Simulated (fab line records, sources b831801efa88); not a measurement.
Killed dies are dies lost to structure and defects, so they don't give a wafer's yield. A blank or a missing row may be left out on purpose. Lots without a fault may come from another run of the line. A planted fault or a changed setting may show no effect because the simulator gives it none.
A struck lot beside a sound one | flow sky130 | 17 steps out of a route of 708
Sound: wafers L740.3, L740.4, L740.5. Struck: wafers L754.1, L754.3, L754.6. The cause comes at the end.
At each step with rows: each side's tool, then ch and its chambers, then its first start. Under that, the readings that differ: sound wafers | struck wafers | difference of the means | sigmas: that difference in standard deviations of wafers without a fault.
alike: readings whose means differ by less than 2 such deviations, and words and numbers that are the same on both sides. not compared: withheld readings, readings that some wafer has no value for, bounds like >300 that may hide the same value, and numbers for which the record gives no deviation and whose values overlap.
The two part at a step that has a row with sigmas, a row that says differs or no value, or rows on one side only. Numbers that don't overlap but have no deviation are shown without sigmas and don't part them. A reading that every wafer of one side lacks parts them only if that side has two wafers or more.

first, 1 step without rows for these wafers: SKY_LDD_N_IMPLANT_15.
SKY_LDD_N_STRIP_16: strips in O2/N2.
  sound on plasma_asher-01 ch 0,1, day 18 22:46; struck on plasma_asher-04 ch 0,1, day 24 02:07
  alike: drypump_motor_current_A, oes_product_au, strip_time_to_endpoint_s
  not compared: rf_hours_counter_h
SKY_LDD_N_TW_MEAS_17:
  sound on film_metro-02, day 18 22:52; struck on film_metro-02, day 24 02:13
  alike: LDD_N_TW
then, 7 steps without rows for these wafers: SKY_LDD_P_DEHYDRATE_00 (time 60 s); SKY_LDD_P_HMDS_01 (prime time 60 s); SKY_LDD_P_COAT_02 (resist thk 1140 nm); SKY_LDD_P_SOFTBAKE_03 (time 60 s); SKY_LDD_P_EXPOSE_04 (exposes mask PSDM, target cd 380 nm); SKY_LDD_P_PEB_05; SKY_LDD_P_DEVELOP_06 (develop time 60 s).
SKY_LDD_P_CD_MEAS_07: target cd 380 nm.
  sound on cd_sem-02, day 20 05:52; struck on cd_sem-02, day 25 07:40
  alike: cd_nm
SKY_LDD_P_OVL_MEAS_08:
  sound on overlay-02, day 20 05:57; struck on overlay-02, day 25 07:47
  alike: LDD_P_OVL
SKY_LDD_P_IMPLANT_09:
  sound on implanter-03 ch 0, day 20 06:01; struck on implanter-01 ch 0, day 25 07:49
  reading            | sound                        | struck                      | difference | sigmas
  dose_ions_cm2      | 9.998e+12 9.99e+12 9.984e+12 | 1.615e+12 1.6e+12 1.612e+12 | -8.382e+12 | -99 or more
  faraday_current_uA | 56.1 57.0 59.3               | 8.7 9.1 9.1                 | -48.5      | -44
SKY_LDD_P_STRIP_10: strips in O2/N2.
  sound on plasma_asher-02 ch 0,1, day 20 06:10; struck on plasma_asher-04 ch 1, day 25 07:58
  alike: drypump_motor_current_A, oes_product_au, strip_time_to_endpoint_s
  not compared: rf_hours_counter_h
SKY_LDD_P_TW_MEAS_11:
  sound on film_metro-01, day 20 06:14; struck on film_metro-02, day 25 08:04
  reading  | sound       | struck      | difference | sigmas
  LDD_P_TW | 624 624 622 | 360 359 363 | -263       | -48
then, 1 step without rows for these wafers: SKY_LDD_HVN_DEHYDRATE_00 (time 60 s).
-- the record jumps here: 25 days lie between the struck wafers' starts before and after (it left off in module LDD_HVN and takes up again in module PAD_OPEN, whose first step shown is number 708 of the route) --
SKY_PAD_OPEN_PROBE_99:
  sound on prober-01, day 46 15:29; struck on prober-01, day 49 20:55
  reading                                 | sound             | struck                        | difference | sigmas
  model.etest.tip_p.rs_ohm_sq             | 6885 6873 6961    | 3.628e+04 3.704e+04 3.553e+04 | +2.938e+04 |
  model.etest.tip_p.rs_ohm_sq_range       | 359.4 302.6 226.9 | 1503 1484 1626                | +1241      |
  model.etest.pfet_01v8.r_on_ohm_um       | 2919 2916 2909    | 3166 3211 3129                | +254       |
  model.etest.pfet_01v8.drive_ua_um       | 189.2 191.1 190.8 | 170 167.6 172.7               | -20        |
  model.etest.pfet_01v8_hvt.drive_ua_um   | 141.9 143.5 141.8 | 124.9 124.8 126.4             | -17.0      |
  model.etest.sram_pfet_latch.drive_ua_um | 139.7 145 137.9   | 126.7 121 123.2               | -17.2      |
  model.etest.pfet_01v8_mvt.drive_ua_um   | 149.2 152.2 151.2 | 139.9 139.8 142.2             | -10.2      |
  alike: killed_at_M0_to_M3, killed_at_M4_up, killed_at_contacts, killed_at_front_end, killed_at_other, killed_dies, killed_open, killed_short
  not compared: model.etest.tip_p.rs_ohm_sq_rim_less_centre

WHERE THEY PART
First at SKY_LDD_P_IMPLANT_09; last, within this record, at SKY_LDD_P_TW_MEAS_11. Later steps at which nothing parts them and some readings are alike: SKY_PAD_OPEN_PROBE_99.

WHY: what the simulator had put in
Process parameter drift: implanter-01, from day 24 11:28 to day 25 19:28, at SKY_LDD_P_IMPLANT_09. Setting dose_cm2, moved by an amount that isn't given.
